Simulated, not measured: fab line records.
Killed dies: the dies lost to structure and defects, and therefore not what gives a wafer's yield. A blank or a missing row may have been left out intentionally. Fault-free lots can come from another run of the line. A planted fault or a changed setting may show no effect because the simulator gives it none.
A single fault, viewed from 2 desks | flow sfq-line | what lay behind the numbers comes last; until then each desk has only its own

## THE METROLOGY DESK
What the gauges read, lot by lot, whatever tool the lot ran on: means of the sampled wafers that have a number. A lot is out of limits, marked OUT, if its mean lies more than 4 standard deviations from the usual mean; the brackets give that distance.
Columns: A = JJ_NB_RS at SFQ_JJ_RS_MEAS_929, usual 1.046 ohm/sq; B = I6_OVL at SFQ_I6_OVL_MEAS_942, usual 1 nm
lot  | first seen here | A                | B
L874 | day 40 14:40    | 1.052            | -4
L875 | day 45 01:07    | 1.050            | -8
L877 | day 45 07:17    | 1.033            | -2
L883 | day 53 01:13    | 0.994 (-4.8) OUT | 6
L884 | day 53 07:56    | 0.929 (-11) OUT  | 0
L885 | day 56 18:35    | 1.049            | 12
L887 | day 57 07:56    | 1.034            | -5
L888 | day 57 13:54    | 1.043            | 4
L889 | day 57 20:12    | 1.043            | 1
L890 | day 57 22:25    | 1.061            | 5
L891 | day 58 05:10    | 1.042            | -3
L893 | day 64 17:50    | 1.058            | 6
L894 | day 65 06:38    | 1.059            | 1
L896 | day 65 21:01    | 1.046            | 7
This desk's finding: out of limits on L883, L884; first on L883, day 53 01:13 (JJ_NB_RS at SFQ_JJ_RS_MEAS_929). In limits: L874, L875, L877, L885, L887, L888, L889, L890, L891, L893, L894, L896.

## AT THE TOOL OWNER'S DESK: pvd-sputter-06
The tool's own readings at SFQ_TRILAYER_JJ_TRILAYER_DEP_SPUTTER_112 (material Nb, target thk 170 nm, time 113.3 s): means of the sampled wafers that have a number, for each lot that ran on this tool. A lot is out of limits, marked OUT, if its mean lies more than 4 standard deviations from the usual mean; the brackets give that distance.
Columns: A = throttle-valve-pct at SFQ_TRILAYER_JJ_TRILAYER_DEP_SPUTTER_112, usual 29.7 %
lot  | first seen here | A
L874 | day 40 14:35    | 30.1
L875 | day 45 01:02    | 29.2
L883 | day 53 01:07    | 29.0
L884 | day 53 07:47    | 28.5
L885 | day 56 18:28    | 29.1
L888 | day 57 13:49    | 29.8
This desk found nothing out of limits on any of the 6 lots.

## BROUGHT TOGETHER
An alarm was possible from the metrology desk at day 53 01:13, on L883, L884.
The tool owner's desk saw nothing out of limits.
On record at the tool owner's desk: L883, L884, within its limits.
SFQ_TRILAYER_JJ_TRILAYER_DEP_SPUTTER_112 was run on pvd-sputter-06 by each of the lots named.

## WHAT THE SIMULATOR PUT IN
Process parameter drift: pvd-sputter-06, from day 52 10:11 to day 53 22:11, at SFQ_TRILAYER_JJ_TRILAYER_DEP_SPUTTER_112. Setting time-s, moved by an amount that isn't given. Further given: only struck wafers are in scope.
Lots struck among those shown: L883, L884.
Per desk, hours elapsed from the start of the fault to the first reading out of limits: for the metrology desk, 15.
